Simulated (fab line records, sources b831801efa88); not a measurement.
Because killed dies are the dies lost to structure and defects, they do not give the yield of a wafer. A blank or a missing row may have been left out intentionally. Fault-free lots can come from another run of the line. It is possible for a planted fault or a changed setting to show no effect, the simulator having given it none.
fab line records + flow sky130
record:
- lots: 6
- wafers: 18
- last-day: 49
route steps=708 shown LDD_P@257 LDD_HVN@267 PAD_OPEN@708
lots with no fault: from the same line, run without faults
start-h: hours from the record's opening day to when the first of the lot's shown wafers began + wait-h: how many hours have passed since the lot's step before this one + " the same as in the row above + L1.1+2: several wafers, shown together as one row + - no value present, or no start provided + * or withheld: withheld + < > ~ a bound
route shown NAME@n: names a module that has steps shown in the file, with the first one's number in the route + usual: the fault-free wafers' mean and standard deviation + same: alike in all rows + chamber/n: place in a boat + sites: per-site readings + _std_site: their standard deviation + _edge_site: outer sites' mean less inner sites' + radius-mm: for every site, how far away it sits from the centre of the wafer + mask NAME#n: copy n + behind: the most recent tool/chamber to have shaped the wafer + hold: the reason the lot was held/the length of the hold in hours/how it ended + device: the n, p or np transistor that did not switch + end of line: at the end of the route, the tests of the same wafers + a step given without rows: its recipe and nothing more + killed: at the first sort, the dies lost to defects and structure; wafer yield is something else + map: a wafer's dies, marking killed ones x, the rest . and places with no die _
set.NAME: the setting that was run; set.NAME@STEP: the one run at that earlier step + model.NAME: the simulator's own value behind a step, which no gauge read
certain route steps with their lots: each step a table, each wafer a row
services: a tool's chamber out of use, with start hour (start-h, from the record's first day; less than 0 if before it), hours out, and reason
== steps ==
step: SKY_LDD_P_COAT_02
recipe:
- resist: NOVOLAK
- spin-rpm: 3000
- resist-thk-nm: 1140
step: SKY_LDD_P_SOFTBAKE_03
recipe:
- temp-c: 90
- time-s: 60
- resist: NOVOLAK
step: SKY_LDD_P_EXPOSE_04
recipe:
- mask-id: PSDM
- na: 0.6
- source-shape: conventional
- sigma-outer: 0.6
- polarization: unpolarized
- target-cd-nm: 380
- dose-mj: 138
step: SKY_LDD_P_PEB_05
recipe:
- temp-c: withheld
- time-s: *
- resist: NOVOLAK
step: SKY_LDD_P_DEVELOP_06
recipe:
- resist: NOVOLAK
- developer: TMAH
- develop-time-s: 60.99
- dev-temp-c: 23
step: SKY_LDD_P_CD_MEAS_07
recipe:
- target-cd-nm: 380
usual:
- cd-nm: 379.6/2.3
| lot.wafer | tool      | chamber | start-h | wait-h | cd-nm |
|-----------|-----------|---------|---------|--------|-------|
| L620.4    | cd-sem-02 | -       | 450.26  | 0.1    | 379.9 |
| L620.5    | "         | -       | "       | "      | 381.8 |
| L620.6    | "         | -       | "       | "      | 382.6 |
| L622.2    | cd-sem-02 | -       | 459.64  | 0.1    | 379.0 |
| L622.3    | "         | -       | "       | "      | 379.8 |
| L622.6    | "         | -       | "       | "      | 378.9 |
| L631.1    | cd-sem-02 | -       | 545.43  | 0.1    | 376.3 |
| L631.2    | "         | -       | "       | "      | 377.0 |
| L631.6    | "         | -       | "       | "      | 375.7 |
| L634.3    | cd-sem-02 | -       | 565.89  | 0.1    | 380.3 |
| L634.4    | "         | -       | "       | "      | 378.2 |
| L634.5    | "         | -       | "       | "      | 380.7 |
| L635.1    | cd-sem-02 | -       | 573.47  | 0.1    | 382.5 |
| L635.2    | "         | -       | "       | "      | 381.9 |
| L635.3    | "         | -       | "       | "      | 380.5 |
| L638.1    | cd-sem-02 | -       | 602.92  | 0.1    | 376.0 |
| L638.2    | "         | -       | "       | "      | 377.4 |
| L638.3    | "         | -       | "       | "      | 378.4 |
step: SKY_LDD_P_OVL_MEAS_08
usual:
- LDD_P_OVL: 0.4/1.2
| lot.wafer | tool       | chamber | start-h | wait-h | LDD_P_OVL[nm] |
|-----------|------------|---------|---------|--------|---------------|
| L620.4    | overlay-02 | -       | 450.34  | 0.1    | 0.4           |
| L620.5    | "          | -       | "       | "      | -0.3          |
| L620.6    | "          | -       | "       | "      | -1.6          |
| L622.2    | overlay-02 | -       | 459.74  | 0.1    | 1.8           |
| L622.3    | "          | -       | "       | "      | 1.3           |
| L622.6    | "          | -       | "       | "      | 0.6           |
| L631.1    | overlay-02 | -       | 545.55  | 0.1    | 0.5           |
| L631.2    | "          | -       | "       | "      | 1.5           |
| L631.6    | "          | -       | "       | "      | -0.3          |
| L634.3    | overlay-01 | -       | 565.98  | 0.1    | 0.3           |
| L634.4    | "          | -       | "       | "      | 0.9           |
| L634.5    | "          | -       | "       | "      | -0.4          |
| L635.1    | overlay-01 | -       | 573.59  | 0.1    | -1.8          |
| L635.2    | "          | -       | "       | "      | -1.3          |
| L635.3    | "          | -       | "       | "      | -3.1          |
| L638.1    | overlay-01 | -       | 603.04  | 0.1    | 0.0           |
| L638.2    | "          | -       | "       | "      | -1.7          |
| L638.3    | "          | -       | "       | "      | 0.1           |
step: SKY_LDD_P_IMPLANT_09
recipe:
- species: BF2
- energy-kev: 25
- dose-cm2: 1e+13
- tilt-deg: withheld
step: SKY_LDD_P_STRIP_10
recipe:
- chemistry: O2/N2
- power-w: 1400
- pressure-mtorr: 1500
- platen-temp-c: withheld
- o2-flow-sccm: 3000
- n2-flow-sccm: 300
- overash-fraction: 0.5
usual:
- drypump-motor-current-A: 5.5/0.46
- oes-product-au: 0.715/0.0045
- strip-time-to-endpoint-s: 14.17/0.043
| lot.wafer | tool            | chamber | start-h | wait-h | drypump-motor-current-A | oes-product-au | rf-hours-counter-h | strip-time-to-endpoint-s |
|-----------|-----------------|---------|---------|--------|-------------------------|----------------|--------------------|--------------------------|
| L620.4    | plasma-asher-04 | 1       | 450.54  | 0.1    | 5.0                     | 0.713          | -                  | 14.19                    |
| L620.5    | "               | 1       | "       | "      | 4.9                     | 0.718          | -                  | 14.21                    |
| L620.6    | "               | 0       | "       | "      | 5.4                     | 0.718          | -                  | 14.20                    |
| L622.2    | plasma-asher-04 | 0       | 459.92  | 0.1    | 5.4                     | 0.714          | 33                 | 14.08                    |
| L622.3    | "               | 0       | "       | "      | 5.4                     | 0.716          | -                  | 14.14                    |
| L622.6    | "               | 0       | "       | "      | 5.5                     | 0.708          | -                  | 14.09                    |
| L631.1    | plasma-asher-04 | 0       | 545.73  | 0.1    | 5.4                     | 0.715          | 43                 | 14.10                    |
| L631.2    | "               | 1       | "       | "      | 4.9                     | 0.714          | 43                 | 14.15                    |
| L631.6    | "               | 0       | "       | "      | 5.5                     | 0.721          | -                  | 14.16                    |
| L634.3    | plasma-asher-04 | 0       | 566.19  | 0.1    | 5.4                     | 0.719          | -                  | 14.10                    |
| L634.4    | "               | 1       | "       | "      | 5.0                     | 0.716          | -                  | 14.16                    |
| L634.5    | "               | 1       | "       | "      | 5.0                     | 0.712          | -                  | 14.09                    |
| L635.1    | plasma-asher-01 | 0       | 573.77  | 0.1    | 6.2                     | 0.713          | 90                 | 14.12                    |
| L635.2    | "               | 1       | "       | "      | 6.0                     | 0.714          | 90                 | 14.13                    |
| L635.3    | "               | 1       | "       | "      | 6.0                     | 0.712          | -                  | 14.14                    |
| L638.1    | plasma-asher-03 | 1       | 603.22  | 0.1    | 5.3                     | 0.711          | 15                 | 14.20                    |
| L638.2    | "               | 0       | "       | "      | 5.1                     | 0.710          | 15                 | 14.17                    |
| L638.3    | "               | 1       | "       | "      | 5.3                     | 0.725          | -                  | 14.20                    |
step: SKY_LDD_P_TW_MEAS_11
usual:
- LDD_P_TW: 640/6.2
| lot.wafer | tool          | chamber | start-h | wait-h | LDD_P_TW |
|-----------|---------------|---------|---------|--------|----------|
| L620.4    | film-metro-03 | -       | 450.64  | 0.1    | 640      |
| L620.5    | "             | -       | "       | "      | 641      |
| L620.6    | "             | -       | "       | "      | 640      |
| L622.2    | film-metro-03 | -       | 460.03  | 0.1    | 638      |
| L622.3    | "             | -       | "       | "      | 636      |
| L622.6    | "             | -       | "       | "      | 638      |
| L631.1    | film-metro-03 | -       | 545.83  | 0.1    | 647      |
| L631.2    | "             | -       | "       | "      | 647      |
| L631.6    | "             | -       | "       | "      | 646      |
| L634.3    | film-metro-03 | -       | 566.28  | 0.1    | 651      |
| L634.4    | "             | -       | "       | "      | 654      |
| L634.5    | "             | -       | "       | "      | 650      |
| L635.1    | film-metro-04 | -       | 573.87  | 0.1    | 639      |
| L635.2    | "             | -       | "       | "      | 637      |
| L635.3    | "             | -       | "       | "      | 639      |
| L638.1    | film-metro-03 | -       | 603.32  | 0.1    | 640      |
| L638.2    | "             | -       | "       | "      | 642      |
| L638.3    | "             | -       | "       | "      | 645      |
step: SKY_LDD_HVN_DEHYDRATE_00
recipe:
- temp-c: 200
- time-s: 60
step: SKY_LDD_HVN_HMDS_01
recipe:
- prime-time-s: 60
- prime-temp-c: 120
step: SKY_LDD_HVN_COAT_02
recipe:
- resist: NOVOLAK
- spin-rpm: 3000
- resist-thk-nm: 300
usual:
- spin-speed-rpm: 2999.4/2.2
| lot.wafer | tool           | chamber | start-h | wait-h | spin-speed-rpm | model.NOVOLAK_of_LDD_HVN_COAT_02.thk-nm |
|-----------|----------------|---------|---------|--------|----------------|-----------------------------------------|
| L620.4    | litho-track-03 | 0       | 466.59  | 0.1    | 2998.8         | 299.7                                   |
| L620.5    | "              | 0       | "       | "      | 3001.2         | 300.5                                   |
| L620.6    | "              | 0       | "       | "      | 2998.0         | 299.9                                   |
| L622.2    | litho-track-02 | 0       | 473.89  | 0.1    | 2995.8         | 299.9                                   |
| L622.3    | "              | 0       | "       | "      | 2996.3         | 300.1                                   |
| L622.6    | "              | 0       | "       | "      | 3001.4         | 299.4                                   |
| L631.1    | litho-track-03 | 0       | 561.12  | 0.1    | 3147.0         | 294.5                                   |
| L631.2    | "              | 0       | "       | "      | 3148.0         | 294.4                                   |
| L631.6    | "              | 0       | "       | "      | 3147.4         | 293.6                                   |
| L634.3    | litho-track-04 | 0       | 580.73  | 0.1    | 3003.5         | 299.9                                   |
| L634.4    | "              | 0       | "       | "      | 2999.2         | 300                                     |
| L634.5    | "              | 0       | "       | "      | 2998.3         | 298.7                                   |
| L635.1    | litho-track-03 | 0       | 588.87  | 0.1    | 3145.0         | 293.3                                   |
| L635.2    | "              | 0       | "       | "      | 3143.0         | 293.4                                   |
| L635.3    | "              | 0       | "       | "      | 3144.9         | 293                                     |
| L638.1    | litho-track-04 | 0       | 617.38  | 0.1    | 2996.2         | 300.5                                   |
| L638.2    | "              | 0       | "       | "      | 2997.5         | 300                                     |
| L638.3    | "              | 0       | "       | "      | 2992.5         | 299.6                                   |
step: SKY_LDD_HVN_SOFTBAKE_03
recipe:
- temp-c: 90
- time-s: 60
- resist: NOVOLAK
step: SKY_LDD_HVN_EXPOSE_04
recipe:
- mask-id: HVNTM
- na: 0.6
- source-shape: conventional
- sigma-outer: 0.6
- polarization: unpolarized
- target-cd-nm: 700
- dose-mj: 127
step: SKY_LDD_HVN_PEB_05
recipe:
- temp-c: withheld
- time-s: *
- resist: NOVOLAK
step: SKY_LDD_HVN_DEVELOP_06
recipe:
- resist: NOVOLAK
- developer: TMAH
- develop-time-s: 60
- dev-temp-c: 23
| lot.wafer | tool           | chamber | start-h | wait-h | model.NOVOLAK_of_LDD_HVN_COAT_02.thk-nm |
|-----------|----------------|---------|---------|--------|-----------------------------------------|
| L620.4    | litho-track-03 | 0       | 481.69  | 0.1    | 299.3                                   |
| L620.5    | "              | 0       | "       | "      | 300.1                                   |
| L620.6    | "              | 0       | "       | "      | 299.5                                   |
| L622.2    | litho-track-03 | 0       | 490.19  | 0.1    | 299.5                                   |
| L622.3    | "              | 0       | "       | "      | 299.7                                   |
| L622.6    | "              | 0       | "       | "      | 299                                     |
| L631.1    | litho-track-02 | 0       | 575.82  | 0.1    | 294.1                                   |
| L631.2    | "              | 0       | "       | "      | 294                                     |
| L631.6    | "              | 0       | "       | "      | 293.2                                   |
| L634.3    | litho-track-04 | 0       | 595.53  | 0.1    | 299.5                                   |
| L634.4    | "              | 0       | "       | "      | 299.6                                   |
| L634.5    | "              | 0       | "       | "      | 298.3                                   |
| L635.1    | litho-track-02 | 0       | 603.37  | 0.1    | 292.9                                   |
| L635.2    | "              | 0       | "       | "      | 293                                     |
| L635.3    | "              | 0       | "       | "      | 292.6                                   |
| L638.1    | litho-track-02 | 0       | 631.67  | 0.1    | 300.1                                   |
| L638.2    | "              | 0       | "       | "      | 299.5                                   |
| L638.3    | "              | 0       | "       | "      | 299.2                                   |
step: SKY_LDD_HVN_OVL_MEAS_07
usual:
- LDD_HVN_OVL: 0.3/1.3
| lot.wafer | tool       | chamber | start-h | wait-h | LDD_HVN_OVL[nm] |
|-----------|------------|---------|---------|--------|-----------------|
| L620.4    | overlay-02 | -       | 481.79  | 0.1    | 1.9             |
| L620.5    | "          | -       | "       | "      | 3.4             |
| L620.6    | "          | -       | "       | "      | 2.8             |
| L622.2    | overlay-01 | -       | 490.32  | 0.1    | -2.8            |
| L622.3    | "          | -       | "       | "      | -1.4            |
| L622.6    | "          | -       | "       | "      | -0.3            |
| L631.1    | overlay-01 | -       | 575.97  | 0.1    | 1.8             |
| L631.2    | "          | -       | "       | "      | 0.3             |
| L631.6    | "          | -       | "       | "      | 1.1             |
| L634.3    | overlay-01 | -       | 595.64  | 0.1    | 0.9             |
| L634.4    | "          | -       | "       | "      | -0.2            |
| L634.5    | "          | -       | "       | "      | 1.6             |
| L635.1    | overlay-01 | -       | 603.52  | 0.1    | -0.3            |
| L635.2    | "          | -       | "       | "      | -0.4            |
| L635.3    | "          | -       | "       | "      | -1.3            |
| L638.1    | overlay-01 | -       | 631.82  | 0.1    | -1.1            |
| L638.2    | "          | -       | "       | "      | -1.3            |
| L638.3    | "          | -       | "       | "      | -0.3            |
step: SKY_LDD_HVN_IMPLANT_08
recipe:
- species: P
- energy-kev: 60
- dose-cm2: 3e+13
- tilt-deg: 40
step: SKY_LDD_HVN_STRIP_09
recipe:
- chemistry: O2/N2
- power-w: 1400
- pressure-mtorr: 1500
- platen-temp-c: withheld
- o2-flow-sccm: 3000
- n2-flow-sccm: 300
- overash-fraction: 0.5
usual:
- drypump-motor-current-A: 5.3/0.47
- oes-product-au: 0.408/0.0045
- strip-time-to-endpoint-s: 4.132/0.014
| lot.wafer | tool            | chamber | start-h | wait-h | drypump-motor-current-A | oes-product-au | rf-hours-counter-h | strip-time-to-endpoint-s |
|-----------|-----------------|---------|---------|--------|-------------------------|----------------|--------------------|--------------------------|
| L620.4    | plasma-asher-03 | 0       | 481.99  | 0.1    | 5.1                     | 0.407          | -                  | 4.131                    |
| L620.5    | "               | 1       | "       | "      | 5.3                     | 0.404          | -                  | 4.128                    |
| L620.6    | "               | 0       | "       | "      | 5.1                     | 0.410          | -                  | 4.138                    |
| L622.2    | plasma-asher-02 | 1       | 490.50  | 0.1    | 5.0                     | 0.405          | 68                 | 4.137                    |
| L622.3    | "               | 0       | "       | "      | 4.8                     | 0.411          | -                  | 4.140                    |
| L622.6    | "               | 0       | "       | "      | 4.8                     | 0.413          | -                  | 4.115                    |
| L631.1    | plasma-asher-01 | 0       | 576.15  | 0.1    | 6.2                     | 0.404          | 90                 | 4.051                    |
| L631.2    | "               | 1       | "       | "      | 6.0                     | 0.405          | 90                 | 4.054                    |
| L631.6    | "               | 1       | "       | "      | 6.0                     | 0.410          | -                  | 4.049                    |
| L634.3    | plasma-asher-03 | 1       | 595.85  | 0.1    | 5.3                     | 0.407          | -                  | 4.127                    |
| L634.4    | "               | 0       | "       | "      | 5.0                     | 0.407          | -                  | 4.124                    |
| L634.5    | "               | 0       | "       | "      | 5.1                     | 0.407          | -                  | 4.112                    |
| L635.1    | plasma-asher-02 | 1       | 603.70  | 0.1    | 5.0                     | 0.407          | 81                 | 4.037                    |
| L635.2    | "               | 0       | "       | "      | 4.8                     | 0.398          | 81                 | 4.057                    |
| L635.3    | "               | 0       | "       | "      | 4.8                     | 0.398          | -                  | 4.045                    |
| L638.1    | plasma-asher-02 | 0       | 632.00  | 0.1    | 4.8                     | 0.407          | 84                 | 4.152                    |
| L638.2    | "               | 1       | "       | "      | 5.0                     | 0.408          | 84                 | 4.143                    |
| L638.3    | "               | 1       | "       | "      | 5.0                     | 0.404          | -                  | 4.129                    |
step: SKY_LDD_HVN_TW_MEAS_10
usual:
- LDD_HVN_TW: 1456/7.9
| lot.wafer | tool          | chamber | start-h | wait-h | LDD_HVN_TW |
|-----------|---------------|---------|---------|--------|------------|
| L620.4    | film-metro-01 | -       | 482.08  | 0.1    | 1462       |
| L620.5    | "             | -       | "       | "      | 1447       |
| L620.6    | "             | -       | "       | "      | 1452       |
| L622.2    | film-metro-01 | -       | 490.61  | 0.1    | 1459       |
| L622.3    | "             | -       | "       | "      | 1462       |
| L622.6    | "             | -       | "       | "      | 1461       |
| L631.1    | film-metro-03 | -       | 576.25  | 0.1    | 1453       |
| L631.2    | "             | -       | "       | "      | 1464       |
| L631.6    | "             | -       | "       | "      | 1454       |
| L634.3    | film-metro-03 | -       | 595.93  | 0.1    | 1451       |
| L634.4    | "             | -       | "       | "      | 1454       |
| L634.5    | "             | -       | "       | "      | 1451       |
| L635.1    | film-metro-01 | -       | 603.80  | 0.1    | 1464       |
| L635.2    | "             | -       | "       | "      | 1469       |
| L635.3    | "             | -       | "       | "      | 1476       |
| L638.1    | film-metro-01 | -       | 632.10  | 0.1    | 1449       |
| L638.2    | "             | -       | "       | "      | 1449       |
| L638.3    | "             | -       | "       | "      | 1454       |
step: SKY_PAD_OPEN_PROBE_99
usual:
- killed_at_M0_to_M3: 43/7.1
- killed_at_M4_up: 3/1.7
- killed-at-contacts: 25/5.6
- killed-at-front-end: 16/4.1
- killed-at-other: 0.2/0.49
- killed-dies: 87/9.8
- killed-open: 47/7.6
- killed-short: 40/6.1
same:
- gross-dies: 492
- killed-at-back-side: 0
| lot.wafer | tool      | chamber | start-h | wait-h | killed_at_M0_to_M3 | killed_at_M4_up | killed-at-contacts | killed-at-front-end | killed-at-other | killed-dies | killed-open | killed-short |
|-----------|-----------|---------|---------|--------|--------------------|-----------------|--------------------|---------------------|-----------------|-------------|-------------|--------------|
| L620.4    | prober-02 | -       | 1087.52 | 0.2    | 49                 | 1               | 24                 | 12                  | 0               | 86          | 44          | 42           |
| L620.5    | prober-02 | -       | 1087.57 | 0.2    | 37                 | 3               | 18                 | 14                  | 0               | 72          | 36          | 36           |
| L620.6    | prober-02 | -       | 1087.62 | 0.2    | 53                 | 2               | 17                 | 14                  | 0               | 86          | 34          | 52           |
| L622.2    | prober-02 | -       | 1091.52 | 0.1    | 48                 | 1               | 21                 | 16                  | 2               | 88          | 45          | 43           |
| L622.3    | prober-02 | -       | 1091.57 | 0.2    | 35                 | 3               | 33                 | 21                  | 0               | 92          | 51          | 41           |
| L622.6    | prober-02 | -       | 1091.72 | 0.2    | 41                 | 2               | 22                 | 13                  | 0               | 78          | 42          | 36           |
| L635.1    | prober-02 | -       | 1167.54 | 0.1    | 45                 | 0               | 31                 | 13                  | 0               | 89          | 54          | 35           |
| L635.2    | prober-02 | -       | 1167.59 | 0.1    | 34                 | 4               | 25                 | 15                  | 1               | 79          | 45          | 34           |
| L635.3    | prober-02 | -       | 1167.64 | 0.2    | 44                 | 0               | 24                 | 13                  | 0               | 81          | 37          | 44           |
| L638.1    | prober-01 | -       | 1185.24 | 0.1    | 37                 | 4               | 18                 | 11                  | 1               | 71          | 44          | 27           |
| L638.2    | prober-01 | -       | 1185.29 | 0.1    | 50                 | 4               | 26                 | 16                  | 0               | 96          | 55          | 41           |
| L638.3    | prober-01 | -       | 1185.34 | 0.2    | 36                 | 3               | 22                 | 14                  | 0               | 75          | 46          | 29           |
killed by level:class
L620.4 VIA1:geometric-particle:open=11 VIA2:geometric-particle:open=8 CONTACT:geometric-particle:open=8 METAL2:geometric-particle:short=8 VIA1:geometric-particle:short=7 VIA2:geometric-particle:short=5 VIA3:geometric-particle:open=4 LI_CONTACT:geometric-particle:short=4
L620.5 VIA1:geometric-particle:open=7 VIA3:geometric-particle:open=6 FIELD_ISO:geometric-particle:open=5 METAL1:geometric-particle:short=5 LI_CONTACT:geometric-particle:open=5 VIA1:geometric-particle:short=5 METAL2:geometric-particle:short=4 POLY_GATE:geometric-particle:open=4
L620.6 VIA1:geometric-particle:open=11 VIA2:geometric-particle:open=9 CONTACT:geometric-particle:short=9 VIA1:geometric-particle:short=8 FIELD_ISO:geometric-particle:short=6 VIA2:geometric-particle:short=6 METAL3:geometric-particle:short=6 FIELD_ISO:geometric-particle:open=3
L622.2 CONTACT:geometric-particle:open=10 VIA1:geometric-particle:short=9 METAL3:geometric-particle:short=7 VIA3:geometric-particle:open=7 FIELD_ISO:geometric-particle:open=6 LI_CONTACT:geometric-particle:open=5 VIA2:geometric-particle:short=5 VIA2:geometric-particle:open=5
L622.3 CONTACT:geometric-particle:open=14 VIA1:geometric-particle:open=9 LI_CONTACT:geometric-particle:open=8 FIELD_ISO:geometric-particle:short=5 VIA2:geometric-particle:short=5 LOCAL_INTERCONNECT:geometric-particle:short=5 FIELD_ISO:geometric-particle:open=4 METAL1:geometric-particle:short=4
L622.6 VIA3:geometric-particle:open=10 CONTACT:geometric-particle:open=9 VIA1:geometric-particle:open=8 CONTACT:geometric-particle:short=7 METAL2:geometric-particle:short=6 METAL3:geometric-particle:short=5 LI_CONTACT:geometric-particle:open=5 FIELD_ISO:geometric-particle:short=4
L635.1 CONTACT:geometric-particle:open=15 VIA1:geometric-particle:open=12 VIA2:geometric-particle:open=10 LI_CONTACT:geometric-particle:open=8 POLY_GATE:geometric-particle:short=6 VIA3:geometric-particle:short=5 LI_CONTACT:geometric-particle:short=4 VIA3:geometric-particle:open=4
L635.2 CONTACT:geometric-particle:open=12 FIELD_ISO:geometric-particle:short=7 LI_CONTACT:geometric-particle:open=7 VIA3:geometric-particle:open=7 VIA2:geometric-particle:open=5 METAL1:geometric-particle:short=5 VIA1:geometric-particle:open=5 FIELD_ISO:geometric-particle:open=4
L635.3 VIA1:geometric-particle:open=11 LI_CONTACT:geometric-particle:open=10 VIA3:geometric-particle:open=6 FIELD_ISO:geometric-particle:short=5 CONTACT:geometric-particle:short=5 METAL1:geometric-particle:short=5 VIA1:geometric-particle:short=5 VIA2:geometric-particle:short=5
L638.1 CONTACT:geometric-particle:open=8 VIA1:geometric-particle:open=8 LI_CONTACT:geometric-particle:open=6 VIA2:geometric-particle:open=6 METAL1:geometric-particle:short=5 FIELD_ISO:geometric-particle:open=4 VIA1:geometric-particle:short=4 FIELD_ISO:geometric-particle:short=3
L638.2 VIA1:geometric-particle:open=18 CONTACT:geometric-particle:open=8 LI_CONTACT:geometric-particle:open=7 METAL2:geometric-particle:short=7 VIA3:geometric-particle:open=7 METAL1:geometric-particle:short=5 FIELD_ISO:geometric-particle:open=4 POLY_GATE:geometric-particle:short=4
L638.3 VIA1:geometric-particle:open=10 CONTACT:geometric-particle:open=9 LI_CONTACT:geometric-particle:open=6 VIA2:geometric-particle:open=5 FIELD_ISO:geometric-particle:short=4 CONTACT:geometric-particle:short=4 VIA3:geometric-particle:open=4 METAL1:geometric-particle:short=3
== services ==
| tool            | chamber | start-h | hours | kind   |
|-----------------|---------|---------|-------|--------|
| plasma-asher-03 | -       | 428.03  | 2.7   | repair |
| plasma-asher-03 | 0       | 430.25  | -     | clean  |
| plasma-asher-03 | 1       | 430.25  | -     | clean  |
| plasma-asher-01 | -       | 472.60  | 2.8   | pm     |
| plasma-asher-03 | -       | 505.81  | 23.8  | repair |
| plasma-asher-01 | -       | 529.24  | 4.1   | repair |
== key ==
first-sign:
- step: SKY_LDD_HVN_COAT_02
- reading: spin-speed-rpm
- direction: up
- sigmas: 65
- usual: 2999.4
- struck: 3145.9
effect:
- step: SKY_LDD_HVN_STRIP_09
- reading: strip-time-to-endpoint-s
- direction: down
- sigmas: 6.2
- usual: *
- struck: *
model-effect:
- step: SKY_LDD_HVN_COAT_02
- value: NOVOLAK_of_LDD_HVN_COAT_02.thk-nm
- without: 300.8
- struck: 293.7
model-effect:
- step: SKY_LDD_HVN_DEVELOP_06
- value: NOVOLAK_of_LDD_HVN_COAT_02.thk-nm
- without: 300.4
- struck: 293.3
met-at SKY_LDD_HVN_COAT_02
struck-wafers L631.1,L631.2,L631.6,L635.1,L635.2,L635.3
tester-left-out L631,L635
onset-between 466.59 561.12
fault:
- kind: process-parameter-drift
- tool: litho-track-03
- chamber: -
- onset-h: 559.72
- steps: SKY_LDD_HVN_COAT_02
- channel: spin-rpm
- offset: 146.17
- shape: step
- end-h: 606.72
- acts-in: these-recipes-only
- stated: 3000
tester-left-out: of these lots the tester's yield and bins aren't shown, on N5 and GAA mostly nor the transistor test; their killed dies are dies lost to structure and defects alone, not to doping, threshold or leakage, so they don't give the yield
